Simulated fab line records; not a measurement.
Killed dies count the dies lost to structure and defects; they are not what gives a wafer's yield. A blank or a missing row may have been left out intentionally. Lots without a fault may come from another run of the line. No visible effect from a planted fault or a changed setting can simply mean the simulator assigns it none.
fab line records	flow gf180mcu	part 1 of 2: steps 1 to 25 of 34
record: lots: 5	wafers: 15	lastDay: 34
route steps=602 shown M1@326 V1@335
lots with no fault: from the same line, run without faults
startH: hours from the record's first day to the start of the lot's first wafer shown	waitH: hours elapsed since this lot's preceding step	" repeats the value in the row above	L1.1+2: a row that stands for several wafers	- either no value or no given start	* or withheld: withheld	< > ~ a bound
route shown NAME@n: NAME is a module with steps in the file, n the number in the route of the first one	usual: mean/standard deviation of fault-free wafers	same: alike in all rows	chamber/n: place in a boat	sites: per-site readings	_std_site: the standard deviation of these	_edge_site: outer sites' mean less inner sites'	radiusMm: how far each site lies from the wafer's centre	mask NAME#n: copy n	behind: the tool/chamber that last shaped the wafer	hold: the reason the lot was held/the length of the hold in hours/how it ended	device: which transistor (n, p or np) failed to switch	end of line: the tests these same wafers got at the end of their route	for a step that has no rows: nothing shown but its recipe	killed: dies that structure and defects cost at the first sort, which is not the same as the wafer's yield	map: a wafer's dies, marking killed ones x, the rest . and places with no die _
set.NAME: the setting that was run; set.NAME@STEP: the one run at that earlier step	model.NAME: the simulator's own value behind a step, which no gauge read
lots seen at some steps along the route; tables by step, rows by wafer
services: the hour from which a tool's chamber was out of use, counted from the record's first day as startH (under 0 if before that day), plus the number of hours and why
== steps ==
step: GF_M1_EXPOSE_11
recipe: maskId: Metal1	targetCdNm: 230	na: 0.68	sourceShape: conventional	sigmaOuter: 0.6	doseMj: 28
usual: focusOffsetNm: -0.1/0.55
lot.wafer	tool	chamber	startH	waitH	mask	focusOffsetNm
L079.1	krfScanner-02	0	-	-	Metal1#0	-0.8
L079.3	"	0	"	"	Metal1#0	-0.8
L079.5	"	0	"	"	Metal1#0	-0.6
L082.1	krfScanner-01	0	-	-	Metal1#0	0.6
L082.2	"	0	"	"	Metal1#0	1.0
L082.5	"	0	"	"	Metal1#0	0.7
L084.1	krfScanner-01	0	-	-	Metal1#0	0.7
L084.2	"	0	"	"	Metal1#0	1.2
L084.4	"	0	"	"	Metal1#0	0.3
L095.2	krfScanner-02	0	-	-	Metal1#0	-0.2
L095.3	"	0	"	"	Metal1#0	0.0
L095.6	"	0	"	"	Metal1#0	1.1
L096.3	krfScanner-01	0	-	-	Metal1#0	0.1
L096.4	"	0	"	"	Metal1#0	-0.3
L096.5	"	0	"	"	Metal1#0	0.2
step: GF_M1_PEB_12
recipe: pebTempC: 135	pebTimeS: 90	resist: KrF
usual: exhaustPa: 45.0/0.9
lot.wafer	tool	chamber	startH	waitH	exhaustPa
L079.1	lithoTrack-01	0	-	-	44.2
L079.3	"	0	"	"	44.8
L079.5	"	0	"	"	45.8
L082.1	lithoTrack-02	0	-	-	45.3
L082.2	"	0	"	"	44.6
L082.5	"	0	"	"	44.2
L084.1	lithoTrack-01	0	-	-	46.2
L084.2	"	0	"	"	47.3
L084.4	"	0	"	"	46.1
L095.2	lithoTrack-01	0	-	-	46.3
L095.3	"	0	"	"	45.3
L095.6	"	0	"	"	45.1
L096.3	lithoTrack-01	0	-	-	45.1
L096.4	"	0	"	"	44.7
L096.5	"	0	"	"	44.2
step: GF_M1_DEVELOP_13
recipe: developTimeS: 60	devTempC: 21
usual: exhaustPa: 45.0/0.82
lot.wafer	tool	chamber	startH	waitH	exhaustPa
L079.1	lithoTrack-01	0	433.62	0.2	44.0
L079.3	"	0	"	"	43.8
L079.5	"	0	"	"	44.1
L082.1	lithoTrack-02	0	463.82	0.2	45.8
L082.2	"	0	"	"	43.1
L082.5	"	0	"	"	45.8
L084.1	lithoTrack-01	0	479.12	0.2	45.7
L084.2	"	0	"	"	45.8
L084.4	"	0	"	"	46.2
L095.2	lithoTrack-01	0	565.55	0.2	45.3
L095.3	"	0	"	"	45.6
L095.6	"	0	"	"	45.5
L096.3	lithoTrack-01	0	581.07	0.1	43.5
L096.4	"	0	"	"	43.8
L096.5	"	0	"	"	44.3
step: GF_M1_CD_MEAS_14
recipe: targetCdNm: 230
usual: cdNm: 230.0/1.2
lot.wafer	tool	chamber	startH	waitH	cdNm
L079.1	cdSem-01	-	433.77	0.1	231.2
L079.3	"	-	"	"	230.7
L079.5	"	-	"	"	231.0
L082.1	cdSem-01	-	463.97	0.1	231.2
L082.2	"	-	"	"	232.5
L082.5	"	-	"	"	230.0
L084.1	cdSem-01	-	479.27	0.1	231.0
L084.2	"	-	"	"	229.6
L084.4	"	-	"	"	229.5
L095.2	cdSem-01	-	565.69	0.1	230.0
L095.3	"	-	"	"	229.5
L095.6	"	-	"	"	230.2
L096.3	cdSem-02	-	581.21	0.1	230.8
L096.4	"	-	"	"	229.9
L096.5	"	-	"	"	231.4
step: GF_M1_OVL_MEAS_15
usual: M1_OVL: 3/5.8
lot.wafer	tool	chamber	startH	waitH	M1_OVL[nm]
L079.1	overlay-02	-	433.89	0.1	1
L079.3	"	-	"	"	-5
L079.5	"	-	"	"	-1
L082.1	overlay-01	-	464.09	0.1	2
L082.2	"	-	"	"	14
L082.5	"	-	"	"	9
L084.1	overlay-02	-	479.39	0.1	4
L084.2	"	-	"	"	4
L084.4	"	-	"	"	6
L095.2	overlay-02	-	565.80	0.1	4
L095.3	"	-	"	"	7
L095.6	"	-	"	"	-1
L096.3	overlay-02	-	581.30	0.1	3
L096.4	"	-	"	"	4
L096.5	"	-	"	"	-5
step: GF_M1_METAL_ETCH_16
recipe: chemistry: Cl2/BCl3	maskMaterial: KrF	targetDepthNm: 627.5	stopOn: SiO2	pressureMtorr: 8	icpW: 800	biasW: 140	Cl2_flow_sccm: 80	bcl3FlowSccm: 40	timeS: 104.6
usual: drypumpMotorCurrentA: 5.8/0.34	oesProductAu: 0.972/0.0063	throttleValvePct: 28.250/0.011
lot.wafer	tool	chamber	startH	waitH	drypumpMotorCurrentA	oesProductAu	rfHoursCounterH	throttleValvePct
L079.1	rieMetal-03	0	433.93	0.0	6.1	0.967	11	28.260
L079.3	"	0	"	"	6.1	0.958	-	28.257
L079.5	"	1	"	"	5.6	0.969	-	28.247
L082.1	rieMetal-03	1	464.13	0.0	5.7	0.966	4	28.255
L082.2	"	0	"	"	6.1	0.965	11	28.260
L082.5	"	0	"	"	6.1	0.971	-	28.253
L084.1	rieMetal-03	1	479.43	0.0	5.7	0.971	5	28.260
L084.2	"	0	"	"	6.1	0.969	11	28.241
L084.4	"	1	"	"	5.6	0.968	-	28.239
L095.2	rieMetal-03	0	565.83	0.0	6.1	0.967	1	28.260
L095.3	"	1	"	"	5.6	0.964	-	28.243
L095.6	"	1	"	"	5.6	0.970	-	28.253
L096.3	rieMetal-03	1	581.36	0.1	5.7	0.978	-	28.244
L096.4	"	0	"	"	6.1	0.981	-	28.269
L096.5	"	0	"	"	6.1	0.974	-	28.260
step: GF_M1_STRIP_17
recipe: chemistry: O2/N2	powerW: 1400	pressureMtorr: 1500	platenTempC: 250	o2FlowSccm: 3000	n2FlowSccm: 300	overashFraction: 0.5
usual: drypumpMotorCurrentA: 5.8/0.39	heaterPowerW: 349/36	oesProductAu: 0.558/0.0056	stripTimeToEndpointS: 7.87/0.043
lot.wafer	tool	chamber	startH	waitH	drypumpMotorCurrentA	heaterPowerW	oesProductAu	rfHoursCounterH	stripTimeToEndpointS
L079.1	plasmaAsher-03	1	434.04	0.1	5.6	315	0.559	34	7.97
L079.3	"	1	"	"	5.6	313	0.556	-	7.94
L079.5	"	0	"	"	6.4	358	0.562	-	7.93
L082.1	plasmaAsher-02	1	464.24	0.1	6.0	357	0.560	74	7.82
L082.2	"	0	"	"	5.6	322	0.566	74	7.85
L082.5	"	1	"	"	6.0	351	0.555	-	7.86
L084.1	plasmaAsher-03	1	479.54	0.1	5.6	313	0.561	39	7.89
L084.2	"	0	"	"	6.4	342	0.556	39	7.89
L084.4	"	1	"	"	5.6	308	0.557	-	7.90
L095.2	plasmaAsher-03	1	565.94	0.1	5.6	301	0.557	47	7.92
L095.3	"	1	"	"	5.6	300	0.557	-	7.87
L095.6	"	1	"	"	5.6	301	0.560	-	7.89
L096.3	plasmaAsher-04	0	581.47	0.1	5.2	407	0.559	-	7.79
L096.4	"	1	"	"	5.8	378	0.560	-	7.85
L096.5	"	1	"	"	5.8	385	0.560	-	7.87
step: GF_M1_STRIP_18
recipe: chemistry: postEtchResidueRemover	timeS: 1200	tempC: 72.5
usual: bathGuardTempC: 72.6/0.81
lot.wafer	tool	chamber	startH	waitH	bathGuardTempC
L079.1	wetBench-04	3	434.14	0.1	73.7
L079.3	"	3	"	"	73.8
L079.5	"	3	"	"	73.8
L082.1	wetBench-02	3	464.34	0.1	72.4
L082.2	"	3	"	"	72.3
L082.5	"	3	"	"	72.5
L084.1	wetBench-01	1	479.64	0.1	72.6
L084.2	"	1	"	"	72.7
L084.4	"	1	"	"	72.7
L095.2	wetBench-02	2	566.04	0.1	72.3
L095.3	"	2	"	"	72.4
L095.6	"	2	"	"	72.0
L096.3	wetBench-04	3	581.54	0.0	73.9
L096.4	"	3	"	"	74.1
L096.5	"	3	"	"	73.9
step: GF_M1_CLEAN_19
recipe: chemistry: DIW	dry: n2Spin
lot.wafer	tool	chamber	startH	waitH
L079.1+3+5	wetBench-02	2	434.48	0.0
L082.1+2+5	wetBench-01	0	464.68	0.0
L084.1+2+4	wetBench-02	1	479.98	0.0
L095.2+3+6	wetBench-01	0	566.38	0.0
L096.3+4+5	wetBench-02	2	581.88	0.0
step: GF_V1_CVD_00
recipe: material: SiO2	targetThkNm: 600	sigmaOpenFrac: 0.3	tempC: 400	timeS: 100	sih4FlowSccm: 60	pressureMtorr: 6
usual: pressureMtorr: 6.001/0.012	susceptorTempC: 399.99/0.22
lot.wafer	tool	chamber	startH	waitH	pressureMtorr	susceptorTempC
L079.1	hdpcvd-02	1	434.58	0.0	6.022	400.22
L079.3	"	2	"	"	5.988	400.00
L079.5	"	1	"	"	6.029	400.13
L082.1	hdpcvd-01	2	464.77	0.0	6.009	399.71
L082.2	"	1	"	"	6.003	399.92
L082.5	"	0	"	"	6.004	399.84
L084.1	hdpcvd-02	0	480.08	0.0	5.998	399.85
L084.2	"	1	"	"	6.005	399.71
L084.4	"	2	"	"	6.024	400.09
L095.2	hdpcvd-02	1	566.47	0.0	6.002	399.94
L095.3	"	0	"	"	6.007	399.92
L095.6	"	1	"	"	6.006	399.90
L096.3	hdpcvd-02	0	581.97	0.0	5.985	400.06
L096.4	"	2	"	"	6.014	399.58
L096.5	"	0	"	"	5.989	400.10
step: GF_V1_THK_MEAS_01
recipe: reads: SiO2_of_V1_CVD_00
usual: V1_CVD_00_THK: 605/7.1
lot.wafer	tool	chamber	startH	waitH	V1_CVD_00_THK[nm]
L079.1	filmMetro-04	-	434.66	0.0	609
L079.3	"	-	"	"	601
L079.5	"	-	"	"	610
L082.1	filmMetro-01	-	464.84	0.0	611
L082.2	"	-	"	"	597
L082.5	"	-	"	"	621
L084.1	filmMetro-01	-	480.15	0.0	602
L084.2	"	-	"	"	614
L084.4	"	-	"	"	604
L095.2	filmMetro-04	-	566.56	0.0	605
L095.3	"	-	"	"	613
L095.6	"	-	"	"	615
L096.3	filmMetro-01	-	582.06	0.1	609
L096.4	"	-	"	"	609
L096.5	"	-	"	"	602
step: GF_V1_CVD_02
recipe: material: SiO2	targetThkNm: 850	precursor: TEOS	tempC: 400	timeS: 94.851	rfW: 600
usual: heaterPowerW: 657/100	susceptorTempC: 399.95/0.24
lot.wafer	tool	chamber	startH	waitH	heaterPowerW	sinceWetCleanH	susceptorTempC
L079.1	pecvd-02	2	434.72	0.1	562	677	399.67
L079.3	"	1	"	"	836	677	399.93
L079.5	"	1	"	"	679	-	399.57
L082.1	pecvd-02	1	464.90	0.1	698	707	399.77
L082.2	"	0	"	"	794	707	400.18
L082.5	"	1	"	"	755	-	399.85
L084.1	pecvd-01	2	480.21	0.1	575	306	400.05
L084.2	"	1	"	"	615	306	400.18
L084.4	"	1	"	"	626	-	400.01
L095.2	pecvd-02	1	566.61	0.0	846	808	399.67
L095.3	"	2	"	"	604	808	400.24
L095.6	"	0	"	"	678	-	400.09
L096.3	pecvd-01	0	582.10	0.0	547	407	399.70
L096.4	"	0	"	"	597	-	399.84
L096.5	"	2	"	"	601	-	400.03
step: GF_V1_THK_MEAS_03
recipe: reads: SiO2_of_V1_CVD_02
usual: V1_CVD_02_THK: 849/11
lot.wafer	tool	chamber	startH	waitH	V1_CVD_02_THK[nm]
L079.1	filmMetro-01	-	434.79	0.0	838
L079.3	"	-	"	"	837
L079.5	"	-	"	"	856
L082.1	filmMetro-02	-	464.97	0.0	840
L082.2	"	-	"	"	835
L082.5	"	-	"	"	861
L084.1	filmMetro-04	-	480.28	0.0	859
L084.2	"	-	"	"	852
L084.4	"	-	"	"	848
L095.2	filmMetro-02	-	566.68	0.0	837
L095.3	"	-	"	"	834
L095.6	"	-	"	"	845
L096.3	filmMetro-02	-	582.19	0.1	846
L096.4	"	-	"	"	864
L096.5	"	-	"	"	861
step: GF_V1_CMP_04
recipe: material: SiO2	downForcePsi: 4	platenRpm: 60	padVelocityMS: 0.94248
usual: headPressurePsi: 4.000/0.0092	motorCurrentA: 11.9/1.7	timeToEndpointS: 82/5.5
lot.wafer	tool	chamber	startH	waitH	headPressurePsi	motorCurrentA	timeToEndpointS
L079.1	cmp-01	3	434.85	0.1	3.999	13.4	81
L079.3	"	1	"	"	3.989	10.4	77
L079.5	"	3	"	"	4.010	14.8	88
L082.2	cmp-01	0	465.03	0.0	4.005	11.2	73
L082.1	"	3	"	"	4.007	13.4	80
L082.5	"	0	"	"	4.007	10.5	84
L084.1	cmp-01	3	480.34	0.1	3.998	14.8	93
L084.4	"	0	"	"	3.995	10.9	84
L084.2	"	1	"	"	4.007	10.3	87
L095.3	cmp-02	3	566.83	0.1	3.991	10.2	78
L095.2	"	0	"	"	3.998	10.7	81
L095.6	"	1	"	"	3.993	11.6	82
L096.3	cmp-01	3	582.23	0.0	3.997	14.5	85
L096.4	"	1	"	"	3.992	10.5	87
L096.5	"	3	"	"	4.010	14.1	91
step: GF_V1_BOW_MEAS_05
recipe: mode: bow
usual: V1_BOW: 80/6.7
lot.wafer	tool	chamber	startH	waitH	V1_BOW[um]
L079.1	filmMetro-02	-	435.15	0.2	86
L079.3	"	-	"	"	97
L079.5	"	-	"	"	83
L082.1	filmMetro-01	-	465.33	0.1	84
L082.2	"	-	"	"	81
L082.5	"	-	"	"	82
L084.1	filmMetro-02	-	480.64	0.2	81
L084.2	"	-	"	"	84
L084.4	"	-	"	"	83
L095.2	filmMetro-04	-	567.05	0.1	81
L095.3	"	-	"	"	79
L095.6	"	-	"	"	100
L096.3	filmMetro-01	-	582.57	0.3	80
L096.4	"	-	"	"	73
L096.5	"	-	"	"	78
step: GF_V1_DEHYDRATE_06
recipe: tempC: 200	timeS: 60
usual: exhaustPa: 44.9/0.9
lot.wafer	tool	chamber	startH	waitH	exhaustPa
L079.1	lithoTrack-03	0	446.69	11.5	45.3
L079.3	"	0	"	"	45.6
L079.5	"	0	"	"	45.9
L082.1	lithoTrack-03	0	476.34	11.0	44.4
L082.2	"	0	"	"	44.9
L082.5	"	0	"	"	43.5
L084.1	lithoTrack-04	0	491.98	11.3	44.0
L084.2	"	0	"	"	45.6
L084.4	"	0	"	"	44.1
L095.2	lithoTrack-03	0	577.16	10.1	45.7
L095.3	"	0	"	"	45.7
L095.6	"	0	"	"	45.7
L096.3	lithoTrack-01	0	592.62	10.0	44.4
L096.4	"	0	"	"	44.9
L096.5	"	0	"	"	43.5
step: GF_V1_HMDS_07
recipe: primeTimeS: 60	primeTempC: 120
usual: exhaustPa: 45.1/0.89
lot.wafer	tool	chamber	startH	waitH	exhaustPa
L079.1	lithoTrack-03	0	446.84	0.1	44.3
L079.3	"	0	"	"	43.9
L079.5	"	0	"	"	43.0
L082.1	lithoTrack-03	0	476.49	0.1	45.6
L082.2	"	0	"	"	45.0
L082.5	"	0	"	"	45.8
L084.1	lithoTrack-04	0	492.13	0.1	45.1
L084.2	"	0	"	"	45.6
L084.4	"	0	"	"	44.8
L095.2	lithoTrack-03	0	577.31	0.1	43.8
L095.3	"	0	"	"	43.6
L095.6	"	0	"	"	43.9
L096.3	lithoTrack-01	0	592.77	0.1	44.6
L096.4	"	0	"	"	45.8
L096.5	"	0	"	"	45.6
step: GF_V1_COAT_08
recipe: resist: BARC	tempC: withheld	timeS: withheld	spinRpm: withheld	resistThkNm: withheld
usual: dispensePressureKPa: 45.8/0.92	exhaustPa: 44.9/0.81
lot.wafer	tool	chamber	startH	waitH	dispensePressureKPa	exhaustPa
L079.1	lithoTrack-03	0	446.99	0.1	45.9	44.4
L079.3	"	0	"	"	45.9	44.9
L079.5	"	0	"	"	45.9	45.6
L082.1	lithoTrack-03	0	476.64	0.1	45.9	46.4
L082.2	"	0	"	"	45.9	46.1
L082.5	"	0	"	"	45.9	45.8
L084.1	lithoTrack-04	0	492.28	0.1	47.3	43.5
L084.2	"	0	"	"	47.2	44.3
L084.4	"	0	"	"	47.2	43.9
L095.2	lithoTrack-03	0	577.46	0.1	45.9	44.2
L095.3	"	0	"	"	45.9	45.2
L095.6	"	0	"	"	46.0	44.9
L096.3	lithoTrack-01	0	592.92	0.1	45.0	44.0
L096.4	"	0	"	"	44.9	43.6
L096.5	"	0	"	"	44.9	44.3
step: GF_V1_COAT_09
recipe: resist: KrF	spinRpm: withheld	resistThkNm: 1000
usual: dispensePressureKPa: 45.8/0.92	exhaustPa: 45.2/1.1
lot.wafer	tool	chamber	startH	waitH	dispensePressureKPa	exhaustPa
L079.1	lithoTrack-03	0	-	-	45.9	46.6
L079.3	"	0	"	"	45.9	44.2
L079.5	"	0	"	"	45.9	46.0
L082.1	lithoTrack-03	0	-	-	45.9	45.6
L082.2	"	0	"	"	45.9	44.1
L082.5	"	0	"	"	45.9	45.4
L084.1	lithoTrack-04	0	-	-	47.3	46.1
L084.2	"	0	"	"	47.3	44.8
L084.4	"	0	"	"	47.3	45.2
L095.2	lithoTrack-03	0	-	-	45.9	48.9
L095.3	"	0	"	"	45.9	47.8
L095.6	"	0	"	"	45.9	45.9
L096.3	lithoTrack-01	0	-	-	45.0	45.6
L096.4	"	0	"	"	44.9	46.1
L096.5	"	0	"	"	44.9	46.9
step: GF_V1_SOFTBAKE_10
recipe: tempC: 130	timeS: 60	resist: KrF
usual: exhaustPa: 44.9/0.95
lot.wafer	tool	chamber	startH	waitH	exhaustPa
L079.1	lithoTrack-03	0	-	-	45.0
L079.3	"	0	"	"	45.2
L079.5	"	0	"	"	46.2
L082.1	lithoTrack-03	0	-	-	43.9
L082.2	"	0	"	"	44.6
L082.5	"	0	"	"	45.1
L084.1	lithoTrack-04	0	-	-	44.7
L084.2	"	0	"	"	44.8
L084.4	"	0	"	"	44.3
L095.2	lithoTrack-03	0	-	-	44.2
L095.3	"	0	"	"	44.0
L095.6	"	0	"	"	43.5
L096.3	lithoTrack-01	0	-	-	43.1
L096.4	"	0	"	"	43.5
L096.5	"	0	"	"	44.3
step: GF_V1_EXPOSE_11
recipe: maskId: Via1	targetCdNm: 260	na: 0.68	sourceShape: conventional	sigmaOuter: 0.6	doseMj: 38
usual: focusOffsetNm: 0.0/0.59
lot.wafer	tool	chamber	startH	waitH	mask	focusOffsetNm
L079.1	krfScanner-01	0	-	-	Via1#0	-0.1
L079.3	"	0	"	"	Via1#0	1.1
L079.5	"	0	"	"	Via1#0	1.3
L082.1	krfScanner-01	0	-	-	Via1#0	0.0
L082.2	"	0	"	"	Via1#0	-0.3
L082.5	"	0	"	"	Via1#0	0.6
L084.1	krfScanner-02	0	-	-	Via1#0	0.2
L084.2	"	0	"	"	Via1#0	-0.2
L084.4	"	0	"	"	Via1#0	0.4
L095.2	krfScanner-02	0	-	-	Via1#0	0.3
L095.3	"	0	"	"	Via1#0	-0.8
L095.6	"	0	"	"	Via1#0	-0.1
L096.3	krfScanner-02	0	-	-	Via1#0	-0.3
L096.4	"	0	"	"	Via1#0	-0.3
L096.5	"	0	"	"	Via1#0	-0.5
step: GF_V1_PEB_12
recipe: pebTempC: 135	pebTimeS: 90	resist: KrF
usual: exhaustPa: 44.8/0.95
lot.wafer	tool	chamber	startH	waitH	exhaustPa
L079.1	lithoTrack-01	0	-	-	44.7
L079.3	"	0	"	"	46.1
L079.5	"	0	"	"	44.9
L082.1	lithoTrack-04	0	-	-	46.2
L082.2	"	0	"	"	45.5
L082.5	"	0	"	"	45.5
L084.1	lithoTrack-01	0	-	-	45.3
L084.2	"	0	"	"	43.3
L084.4	"	0	"	"	45.2
L095.2	lithoTrack-03	0	-	-	45.3
L095.3	"	0	"	"	45.5
L095.6	"	0	"	"	44.9
L096.3	lithoTrack-04	0	-	-	44.8
L096.4	"	0	"	"	43.9
L096.5	"	0	"	"	43.6
step: GF_V1_DEVELOP_13
recipe: developTimeS: 60	resist: KrF	devTempC: 21
usual: exhaustPa: 45.1/0.9
lot.wafer	tool	chamber	startH	waitH	exhaustPa
L079.1	lithoTrack-01	0	459.72	0.2	44.6
L079.3	"	0	"	"	44.9
L079.5	"	0	"	"	44.8
L082.1	lithoTrack-04	0	488.78	0.2	44.4
L082.2	"	0	"	"	45.2
L082.5	"	0	"	"	44.5
L084.1	lithoTrack-01	0	503.62	0.2	45.2
L084.2	"	0	"	"	44.2
L084.4	"	0	"	"	45.9
L095.2	lithoTrack-03	0	588.36	0.2	44.8
L095.3	"	0	"	"	44.9
L095.6	"	0	"	"	45.6
L096.3	lithoTrack-04	0	603.48	0.1	43.9
L096.4	"	0	"	"	44.6
L096.5	"	0	"	"	43.3
step: GF_V1_CD_MEAS_14
recipe: targetCdNm: 260
usual: cdNm: 259.8/1.2
lot.wafer	tool	chamber	startH	waitH	cdNm
L079.1	cdSem-01	-	459.87	0.1	258.9
L079.3	"	-	"	"	258.0
L079.5	"	-	"	"	259.0
L082.1	cdSem-02	-	488.93	0.1	260.1
L082.2	"	-	"	"	261.3
L082.5	"	-	"	"	262.0
L084.1	cdSem-02	-	503.77	0.1	262.0
L084.2	"	-	"	"	260.4
L084.4	"	-	"	"	260.8
L095.2	cdSem-01	-	588.50	0.1	259.5
L095.3	"	-	"	"	259.5
L095.6	"	-	"	"	259.7
L096.3	cdSem-01	-	603.62	0.1	260.1
L096.4	"	-	"	"	260.3
L096.5	"	-	"	"	259.2
step: GF_V1_OVL_MEAS_15
usual: V1_OVL: -2/5.7
lot.wafer	tool	chamber	startH	waitH	V1_OVL[nm]
L079.1	overlay-01	-	459.99	0.1	-1
L079.3	"	-	"	"	-4
L079.5	"	-	"	"	4
L082.1	overlay-01	-	489.05	0.1	-3
L082.2	"	-	"	"	1
L082.5	"	-	"	"	-2
L084.1	overlay-01	-	503.89	0.1	9
L084.2	"	-	"	"	3
L084.4	"	-	"	"	10
L095.2	overlay-01	-	588.61	0.1	-12
L095.3	"	-	"	"	0
L095.6	"	-	"	"	-9
L096.3	overlay-01	-	603.71	0.1	-5
L096.4	"	-	"	"	7
L096.5	"	-	"	"	2
